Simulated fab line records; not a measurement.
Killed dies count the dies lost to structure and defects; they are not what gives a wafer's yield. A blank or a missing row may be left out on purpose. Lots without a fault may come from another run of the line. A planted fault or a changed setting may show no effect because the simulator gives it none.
fab line records	flow sfqLine
[record] lots = 14	wafers = 42	lastDay = 87
route steps=325 shown L0@12 M0@30 M1@59 I1@75
lots untouched by any fault: they come from a run of this same line in which no faults occurred
startH: the number of hours between the record's first day and the start of the first shown wafer of the lot	waitH: how many hours have passed since the lot's step before this one	" unchanged from the row above	L1.1+2: a single row standing in for several wafers	- no value, or no start given	* or withheld: withheld	< > ~ a bound
route shown NAME@n: names a module that has steps shown in the file, with the first one's number in the route	usual: mean and standard deviation over wafers with no fault	same: alike in all rows	chamber/n: place in a boat	sites: each site's reading	_std_site: how widely they spread, as a standard deviation	_edge_site: mean of outer sites minus mean of inner sites	radiusMm: for every site, how far away it sits from the centre of the wafer	mask NAME#n: copy n	behind: the tool/chamber that last shaped the wafer	hold: what put the lot on hold/how long, in hours/how the hold closed	device: the transistor (n, p or np) that didn't switch	end of line: at the end of the route, the tests of the same wafers	a step without rows: its recipe alone	killed: the dies lost at the first sort to structure and to defects; this is not the yield of the wafer	map: dies across one wafer; x = killed, . = not, _ = none there
set.NAME: the setting the step ran with; set.NAME@STEP: the setting that earlier step ran with	model.NAME: the simulator's own value behind a step, which no gauge read
route steps across a sampled set of lots; one table per step, one row per wafer
services: a tool's chamber out of use, with start hour (startH, from the record's first day; less than 0 if before it), hours out, and reason
[[steps]]
[step SFQ_TRILAYER_L0_BARC_OPEN_METAL_ETCH_010]
[recipe] maskMaterial = PR	chemistry = O2	targetDepthNm = 125	target = BARC	icpW = 600	biasW = 80	pressureMtorr = 10	timeS = 41.7
[usual] drypumpMotorCurrentA = 5.7/0.35	oesProductAu = 0.685/0.0052
lot.wafer	tool	chamber	startH	waitH	drypumpMotorCurrentA	oesProductAu	rfHoursCounterH
L909.1	rieMetal-04	0	85.38	0.1	5.0	0.683	83
L909.3	"	1	"	"	5.8	0.689	-
L909.4	"	0	"	"	5.0	0.681	-
L911.2	rieMetal-04	0	98.58	0.1	5.0	0.690	85
L911.5	"	0	"	"	5.0	0.692	-
L911.6	"	1	"	"	5.8	0.690	-
L913.1	rieMetal-02	0	112.98	0.1	5.7	0.688	17
L913.2	"	1	"	"	5.8	0.684	99
L913.4	"	0	"	"	5.7	0.682	-
L914.2	rieMetal-04	0	117.80	0.1	5.0	0.689	-
L914.4	"	0	"	"	5.0	0.683	-
L914.6	"	0	"	"	5.0	0.686	-
L915.2	rieMetal-04	0	123.80	0.1	5.0	0.683	-
L915.4	"	0	"	"	5.0	0.689	-
L915.6	"	0	"	"	5.0	0.683	-
L917.3	rieMetal-04	1	135.80	0.1	5.8	0.689	-
L917.5	"	0	"	"	5.0	0.681	-
L917.6	"	1	"	"	5.8	0.683	-
L918.3	rieMetal-03	0	140.60	0.1	5.9	0.680	-
L918.4	"	1	"	"	6.0	0.692	-
L918.5	"	0	"	"	5.9	0.687	-
L919.1	rieMetal-03	0	145.66	0.1	5.9	0.676	134
L919.3	"	0	"	"	5.9	0.684	-
L919.6	"	0	"	"	5.9	0.685	-
L922.1	rieMetal-04	0	160.06	0.1	5.0	0.688	100
L922.5	"	0	"	"	5.0	0.687	-
L922.6	"	1	"	"	5.8	0.690	-
L923.1	rieMetal-03	1	166.06	0.1	6.0	0.683	18
L923.3	"	1	"	"	5.9	0.692	-
L923.6	"	0	"	"	5.9	0.679	-
L926.2	rieMetal-02	1	179.28	0.1	5.8	0.679	-
L926.3	"	1	"	"	5.8	0.690	-
L926.6	"	1	"	"	5.8	0.686	-
L928.2	rieMetal-03	1	191.26	0.1	6.0	0.696	23
L928.3	"	1	"	"	6.0	0.680	-
L928.4	"	0	"	"	5.9	0.691	-
L929.1	rieMetal-03	0	194.86	0.1	5.9	0.683	143
L929.3	"	1	"	"	6.0	0.689	-
L929.5	"	0	"	"	5.9	0.673	-
L930.1	rieMetal-02	1	201.86	0.1	5.7	0.683	118
L930.3	"	1	"	"	5.7	0.683	-
L930.6	"	1	"	"	5.7	0.682	-
[step SFQ_M0_RS_MEAS_904]
[recipe] thkMeasGauge = four-point-probe	reads = Nb_of_TRILAYER_M0_DEP_SPUTTER_019
[usual] M0_NB_RS = 0.890/0.0092
lot.wafer	tool	chamber	startH	waitH	M0_NB_RS[ohm/sq]
L909.1	filmMetro-03	-	103.47	0.0	0.899
L909.3	"	-	"	"	0.885
L909.4	"	-	"	"	0.891
L911.2	filmMetro-03	-	112.49	0.1	0.890
L911.5	"	-	"	"	0.890
L911.6	"	-	"	"	0.883
L913.1	filmMetro-04	-	121.47	0.0	0.888
L913.2	"	-	"	"	0.890
L913.4	"	-	"	"	0.886
L914.2	filmMetro-03	-	132.29	0.1	0.882
L914.4	"	-	"	"	0.893
L914.6	"	-	"	"	0.898
L915.2	filmMetro-03	-	138.29	0.1	0.877
L915.4	"	-	"	"	0.887
L915.6	"	-	"	"	0.887
L917.3	filmMetro-04	-	213.71	0.1	0.883
L917.5	"	-	"	"	0.884
L917.6	"	-	"	"	0.884
L918.3	filmMetro-04	-	222.11	0.1	0.883
L918.4	"	-	"	"	0.915
L918.5	"	-	"	"	0.893
L919.1	filmMetro-03	-	226.88	0.0	0.877
L919.3	"	-	"	"	0.869
L919.6	"	-	"	"	0.870
L922.1	filmMetro-02	-	248.84	0.0	0.886
L922.5	"	-	"	"	0.871
L922.6	"	-	"	"	0.909
L923.1	filmMetro-04	-	257.84	0.0	0.900
L923.3	"	-	"	"	0.887
L923.6	"	-	"	"	0.906
L926.2	filmMetro-03	-	276.46	0.1	0.893
L926.3	"	-	"	"	0.899
L926.6	"	-	"	"	0.901
L928.2	filmMetro-04	-	293.26	0.1	0.883
L928.3	"	-	"	"	0.890
L928.4	"	-	"	"	0.895
L929.1	filmMetro-02	-	299.24	0.0	0.883
L929.3	"	-	"	"	0.882
L929.5	"	-	"	"	0.879
L930.1	filmMetro-04	-	305.24	0.0	0.899
L930.3	"	-	"	"	0.896
L930.6	"	-	"	"	0.895
[step SFQ_TRILAYER_M1_DEP_SPUTTER_037]
[recipe] material = Nb	basePressurePa = 1.33e-06	chamberPressurePa = 0.1333	substrateTempC = 20	resputterCathodeVoltageV = 400	targetThkNm = 200	powerW = 2000	timeS = 133.3
[usual] cathodeDcPowerW = 2000.0/0.39	throttleValvePct = 30.1/1.3
lot.wafer	tool	chamber	startH	waitH	cathodeDcPowerW	throttleValvePct
L909.1	pvdSputter-04	-	284.99	0.0	2000.2	29.3
L909.3	"	-	"	"	1999.9	31.3
L909.4	"	-	"	"	2000.2	29.9
L911.2	pvdSputter-04	-	298.02	0.0	2000.3	31.5
L911.5	"	-	"	"	2000.2	31.3
L911.6	"	-	"	"	1999.8	29.1
L913.1	pvdSputter-04	-	324.19	0.0	2000.1	32.6
L913.2	"	-	"	"	1999.5	31.1
L913.4	"	-	"	"	2000.1	29.7
L914.2	pvdSputter-04	-	328.99	0.0	1999.5	32.3
L914.4	"	-	"	"	2000.3	29.3
L914.6	"	-	"	"	2000.4	32.3
L915.2	pvdSputter-05	-	342.79	0.0	2000.1	31.2
L915.4	"	-	"	"	1999.9	30.8
L915.6	"	-	"	"	1999.8	29.2
L917.3	pvdSputter-03	-	344.72	0.0	2000.5	28.6
L917.5	"	-	"	"	2000.5	28.5
L917.6	"	-	"	"	1999.8	29.2
L918.3	pvdSputter-03	-	348.49	0.0	2000.0	29.2
L918.4	"	-	"	"	1999.5	28.7
L918.5	"	-	"	"	2000.0	28.1
L919.1	pvdSputter-03	-	354.76	0.0	2000.3	29.9
L919.3	"	-	"	"	2000.1	28.3
L919.6	"	-	"	"	1999.7	29.2
L922.1	pvdSputter-03	-	378.27	0.0	1999.7	28.8
L922.5	"	-	"	"	2000.1	29.1
L922.6	"	-	"	"	1999.9	30.0
L923.1	pvdSputter-05	-	390.48	0.0	2000.1	31.4
L923.3	"	-	"	"	2000.5	31.6
L923.6	"	-	"	"	1999.1	31.7
L926.2	pvdSputter-05	-	565.16	0.0	1999.7	30.7
L926.3	"	-	"	"	2000.8	31.7
L926.6	"	-	"	"	2000.6	31.0
L928.2	pvdSputter-04	-	595.76	0.0	1999.5	29.2
L928.3	"	-	"	"	2000.0	29.9
L928.4	"	-	"	"	2000.0	31.3
L929.1	pvdSputter-04	-	601.76	0.0	2000.2	29.1
L929.3	"	-	"	"	2000.2	29.7
L929.5	"	-	"	"	2000.3	29.2
L930.1	pvdSputter-05	-	607.55	0.0	1999.5	31.2
L930.3	"	-	"	"	1999.5	29.5
L930.6	"	-	"	"	1999.0	30.8
[step SFQ_M1_RS_MEAS_909]
[recipe] thkMeasGauge = four-point-probe	reads = Nb_of_TRILAYER_M1_DEP_SPUTTER_037
[usual] M1_NB_RS = 0.883/0.013
lot.wafer	tool	chamber	startH	waitH	M1_NB_RS[ohm/sq]
L909.1	filmMetro-04	-	285.08	0.0	0.897
L909.3	"	-	"	"	0.861
L909.4	"	-	"	"	0.871
L911.2	filmMetro-01	-	298.13	0.1	0.871
L911.5	"	-	"	"	0.863
L911.6	"	-	"	"	0.894
L913.1	filmMetro-04	-	324.28	0.0	0.864
L913.2	"	-	"	"	0.862
L913.4	"	-	"	"	0.867
L914.2	filmMetro-02	-	329.10	0.1	0.871
L914.4	"	-	"	"	0.887
L914.6	"	-	"	"	0.868
L915.2	filmMetro-04	-	342.90	0.1	0.905
L915.4	"	-	"	"	0.895
L915.6	"	-	"	"	0.892
L917.3	filmMetro-04	-	344.85	0.1	0.883
L917.5	"	-	"	"	0.879
L917.6	"	-	"	"	0.887
L918.3	filmMetro-02	-	348.62	0.1	0.878
L918.4	"	-	"	"	0.868
L918.5	"	-	"	"	0.878
L919.1	filmMetro-01	-	354.85	0.0	0.873
L919.3	"	-	"	"	0.876
L919.6	"	-	"	"	0.881
L922.1	filmMetro-01	-	378.36	0.0	0.888
L922.5	"	-	"	"	0.891
L922.6	"	-	"	"	0.878
L923.1	filmMetro-04	-	390.57	0.0	0.906
L923.3	"	-	"	"	0.895
L923.6	"	-	"	"	0.898
L926.2	filmMetro-01	-	565.27	0.1	0.898
L926.3	"	-	"	"	0.888
L926.6	"	-	"	"	0.895
L928.2	filmMetro-04	-	595.87	0.1	0.901
L928.3	"	-	"	"	0.598
L928.4	"	-	"	"	0.878
L929.1	filmMetro-01	-	601.85	0.0	0.904
L929.3	"	-	"	"	0.594
L929.5	"	-	"	"	0.901
L930.1	filmMetro-02	-	607.64	0.0	0.902
L930.3	"	-	"	"	0.901
L930.6	"	-	"	"	0.894
[step SFQ_TRILAYER_M1_ETCH_METAL_ETCH_042]
[recipe] target = Nb	stopOn = SiO2	maskMaterial = PR	chemistry = Cl2/Ar	targetDepthNm = 240	icpW = 600	biasW = 80	pressureMtorr = 10	timeS = 120
[usual] drypumpMotorCurrentA = 5.7/0.33	oesProductAu = 0.898/0.0087
lot.wafer	tool	chamber	startH	waitH	drypumpMotorCurrentA	oesProductAu	rfHoursCounterH
L909.1	rieMetal-03	1	412.03	0.1	6.0	0.888	57
L909.3	"	1	"	"	6.0	0.905	-
L909.4	"	1	"	"	6.0	0.901	-
L911.2	rieMetal-02	1	432.83	0.0	5.8	0.903	155
L911.5	"	0	"	"	5.6	0.905	-
L911.6	"	1	"	"	5.7	0.892	-
L913.1	rieMetal-03	0	465.19	0.0	5.9	0.909	3
L913.2	"	1	"	"	6.0	0.912	69
L913.4	"	0	"	"	5.9	0.906	-
L914.2	rieMetal-03	0	472.39	0.0	5.9	0.903	4
L914.4	"	0	"	"	5.9	0.895	-
L914.6	"	0	"	"	5.9	0.903	-
L915.2	rieMetal-03	0	492.91	0.0	5.9	0.889	8
L915.4	"	1	"	"	6.0	0.893	-
L915.6	"	1	"	"	6.0	0.888	-
L917.3	rieMetal-02	1	496.55	0.1	5.7	0.900	-
L917.5	"	1	"	"	5.8	0.899	-
L917.6	"	0	"	"	5.6	0.897	-
L918.3	rieMetal-04	1	503.75	0.1	5.8	0.902	-
L918.4	"	0	"	"	5.0	0.907	-
L918.5	"	1	"	"	5.8	0.901	-
L919.1	rieMetal-03	0	510.91	0.0	5.9	0.910	11
L919.3	"	1	"	"	6.0	0.901	-
L919.6	"	0	"	"	5.9	0.900	-
L922.1	rieMetal-04	0	537.76	0.0	5.0	0.896	147
L922.5	"	1	"	"	5.8	0.893	-
L922.6	"	0	"	"	5.0	0.893	-
L923.1	rieMetal-04	1	550.70	0.1	5.8	0.888	82
L923.3	"	1	"	"	5.8	0.892	-
L923.6	"	1	"	"	5.8	0.885	-
L926.2	rieMetal-04	1	720.05	0.1	5.8	0.889	104
L926.3	"	1	"	"	5.8	0.897	-
L926.6	"	0	"	"	5.0	0.894	-
L928.2	rieMetal-02	0	748.83	0.0	5.7	0.888	109
L928.3	"	0	"	"	5.6	1.005	-
L928.4	"	1	"	"	5.7	0.905	-
L929.1	rieMetal-03	1	755.55	0.0	6.0	0.886	114
L929.3	"	1	"	"	5.9	0.992	-
L929.5	"	0	"	"	5.9	0.884	-
L930.1	rieMetal-03	1	759.15	0.0	6.0	0.879	115
L930.3	"	1	"	"	6.0	0.885	-
L930.6	"	1	"	"	6.0	0.895	-
[step SFQ_I1_BOW_MEAS_912]
[recipe] mode = bow
[usual] I1_BOW = 1/8.1
lot.wafer	tool	chamber	startH	waitH	I1_BOW[um]
L909.1	filmMetro-01	-	416.73	2.5	-11
L909.3	"	-	"	"	-3
L909.4	"	-	"	"	-14
L911.2	filmMetro-02	-	436.83	1.0	-8
L911.5	"	-	"	"	-1
L911.6	"	-	"	"	-9
L913.1	filmMetro-02	-	469.17	2.0	4
L913.2	"	-	"	"	7
L913.4	"	-	"	"	3
L914.2	filmMetro-02	-	476.39	1.0	7
L914.4	"	-	"	"	7
L914.6	"	-	"	"	14
L915.2	filmMetro-01	-	499.19	1.0	0
L915.4	"	-	"	"	-4
L915.6	"	-	"	"	1
L917.3	filmMetro-01	-	503.41	1.0	6
L917.5	"	-	"	"	-1
L917.6	"	-	"	"	-4
L918.3	filmMetro-02	-	509.41	2.0	3
L918.4	"	-	"	"	12
L918.5	"	-	"	"	12
L919.1	filmMetro-02	-	517.17	1.0	-1
L919.3	"	-	"	"	5
L919.6	"	-	"	"	-12
L922.1	filmMetro-01	-	541.73	2.5	-12
L922.5	"	-	"	"	-3
L922.6	"	-	"	"	-4
L923.1	filmMetro-01	-	555.40	2.0	-9
L923.3	"	-	"	"	0
L923.6	"	-	"	"	3
L926.2	filmMetro-02	-	724.32	2.5	6
L926.3	"	-	"	"	3
L926.6	"	-	"	"	18
L928.2	filmMetro-01	-	753.60	1.5	0
L928.3	"	-	"	"	-10
L928.4	"	-	"	"	-5
L929.1	filmMetro-03	-	766.58	1.5	5
L929.3	"	-	"	"	8
L929.5	"	-	"	"	6
L930.1	filmMetro-02	-	769.69	2.0	5
L930.3	"	-	"	"	5
L930.6	"	-	"	"	14
[[services]]
tool	chamber	startH	hours	kind
pvdSputter-05	-	73.31	6.0	repair
pvdSputter-05	-	80.55	19.7	repair
pvdSputter-05	-	87.02	6.4	repair
pvdSputter-03	-	93.17	4.7	repair
pvdSputter-04	-	110.34	0.5	repair
rieMetal-02	0	175.34	5.9	repair
pvdSputter-03	-	189.50	1.3	repair
pvdSputter-05	-	195.40	3.0	repair
rieMetal-04	0	201.53	88.1	repair
rieMetal-04	-	243.03	2.8	pm
rieMetal-02	0	255.51	19.2	repair
rieMetal-04	-	318.31	2.0	repair
pvdSputter-03	-	337.84	1.9	repair
rieMetal-04	0	341.08	1.2	repair
pvdSputter-03	-	341.36	2.7	repair
rieMetal-04	-	348.26	0.3	repair
pvdSputter-04	-	361.31	4.8	repair
pvdSputter-04	-	398.86	3.5	repair
rieMetal-04	1	508.93	13.8	repair
rieMetal-02	-	510.72	4.3	pm
rieMetal-04	0	620.99	2.5	repair
rieMetal-02	-	657.77	2.6	repair
rieMetal-04	-	676.44	28.1	pm
rieMetal-04	-	759.05	4.3	pm
[[key]]
[firstSign] step = SFQ_M1_RS_MEAS_909	reading = M1_NB_RS	direction = down	sigmas = 22	usual = 0.883	struck = 0.596
[effect] step = SFQ_TRILAYER_M1_ETCH_METAL_ETCH_042	reading = oesProductAu	direction = up	sigmas = 12	usual = 0.898	struck = 0.998
metAt SFQ_TRILAYER_M1_DEP_SPUTTER_037
struckLots L928,L929
struckWafers L928.3,L929.3
notActingAt SFQ_TRILAYER_L0_BARC_OPEN_METAL_ETCH_010,SFQ_M0_RS_MEAS_904,SFQ_I1_BOW_MEAS_912
onsetBetween 324.19 595.76
[fault] kind = processParameterDrift	tool = pvdSputter-04	chamber = -	onsetH = 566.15	steps = SFQ_TRILAYER_M1_DEP_SPUTTER_037	channel = timeS	offset = *	shape = step	endH = 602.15	actsIn = *	stated = *	scope = struckWafersOnly
